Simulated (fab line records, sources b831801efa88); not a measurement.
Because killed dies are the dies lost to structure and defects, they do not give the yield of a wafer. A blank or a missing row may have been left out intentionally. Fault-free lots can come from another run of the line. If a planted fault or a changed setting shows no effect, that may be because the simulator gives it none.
Split-lot trial	flow gf180mcu	5 lots, 23 wafers read, on a route of 602 steps

== SPLIT DETAILS ==
At GF_CONTACT_CMP_04 (polishes SiO2), the setting leave-above-ref-nm was moved away from the recipe's 560 nm on 7 of the 23 wafers read, by -4.6% to +4.1%. For the rest of the wafers, this setting stayed at what the recipe calls for.

Reading taken at the split's own step.

== THE READING ==
SiO2_of_CONTACT_CVD_02.thk-nm (the simulator's own value, which no gauge read), in nm, at GF_CONTACT_CMP_04 (polishes SiO2). There is no usual value for it anywhere in the file. Here, 16 wafers ran the recipe; their average is 559.9 nm with a standard deviation of 1.2 nm.

wafer	tool, chamber at the split	leave-above-ref-nm as run, nm	against the recipe	SiO2_of_CONTACT_CVD_02.thk-nm, nm	against lot-mates on the recipe
L076.4	cmp-02, 1	560	recipe	560.3	-
L076.1	cmp-02, 2	560	recipe	560.7	-
L076.2	cmp-02, 3	560	recipe	560.4	-
L076.3	cmp-02, 0	560	recipe	562.1	-
L076.6	cmp-02, 1	560	recipe	561.4	-
L079.4	cmp-01, 2,1	560	recipe	558.5	-
L079.5	cmp-01, 2,1	560	recipe	558.5	-
L079.2	cmp-01, 3	560	recipe	558	-
L081.2	cmp-02, 0	583.1	+4.1%	582.9	+22.4
L081.4	cmp-02, 1	560	recipe	560.7	-
L081.1	cmp-02, 2	560	recipe	560	-
L081.3	cmp-02, 3	560	recipe	560.8	-
L081.6	cmp-02, 0	583.1	+4.1%	583.5	+23.0
L080.2	cmp-01, 3	576	+2.9%	575.4	+16.6
L080.3	cmp-01, 0	576	+2.9%	575.3	+16.5
L080.1	cmp-01, 1	560	recipe	558.5	-
L080.5	cmp-01, 3	576	+2.9%	575.6	+16.8
L080.6	cmp-01, 0	560	recipe	559.1	-
L083.2	cmp-02, 3	560	recipe	559.9	-
L083.1	cmp-02, 0	560	recipe	560.5	-
L083.4	cmp-02, 2	534.4	-4.6%	534.2	-25.5
L083.6	cmp-02, 3	560	recipe	558.7	-
L083.5	cmp-02, 0	534.4	-4.6%	533.3	-26.4
Rows listing several chambers each stand for several wafers; the file does not say which wafer went through which chamber.

FIT RESULTS
A straight line over all 23 wafers: SiO2_of_CONTACT_CVD_02.thk-nm changes by +5.64 nm for each +1% of leave-above-ref-nm; r = +1.00; the points scatter about the line by 1 nm.
The same after taking each lot's own level away (the mean of its wafers on the recipe; 23 wafers): +5.65 nm for each +1%; r = +1.00; scatter 0.57 nm.
Per that fit: largest leave-above-ref-nm move, reading shift of 26 nm.
Across the lots, their own levels run from 558.33 to 560.98 nm, a range of 2.3 times the standard deviation given above.
Hence the lot-to-lot level has little effect on the slope; both slopes agree.
Check: for one of the wafers moved furthest among these (-4.6%), held out of the fit, the line's prediction against its lot-mates is -26 nm. It came out at -25.5 nm against them.

== THE WHOLE CHAIN: every reading that the file lists as answering this split, in the file's order ==
step	what it does	reading	change (the file's fit)	r (the file's)
GF_CONTACT_CMP_04	polishes SiO2	SiO2_of_CONTACT_CVD_02.thk-nm (the simulator's own value, which no gauge read)	+5.63 nm for each +1% of the setting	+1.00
GF_CONTACT_ETCH_17	etches SiO2 in C4F8/O2/Ar, stops on CoSi2, target depth 860 nm	CONTACT.feature-depth-nm (the simulator's own value, which no gauge read)	+6.4 nm for each +1% of the setting, in a fit together with sih4-flow-sccm@CONTACT_CVD_00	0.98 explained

== THE FILE'S OWN FIT ==
SiO2_of_CONTACT_CVD_02.thk-nm changes by +5.63 nm for each +1% of leave-above-ref-nm, r = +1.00.
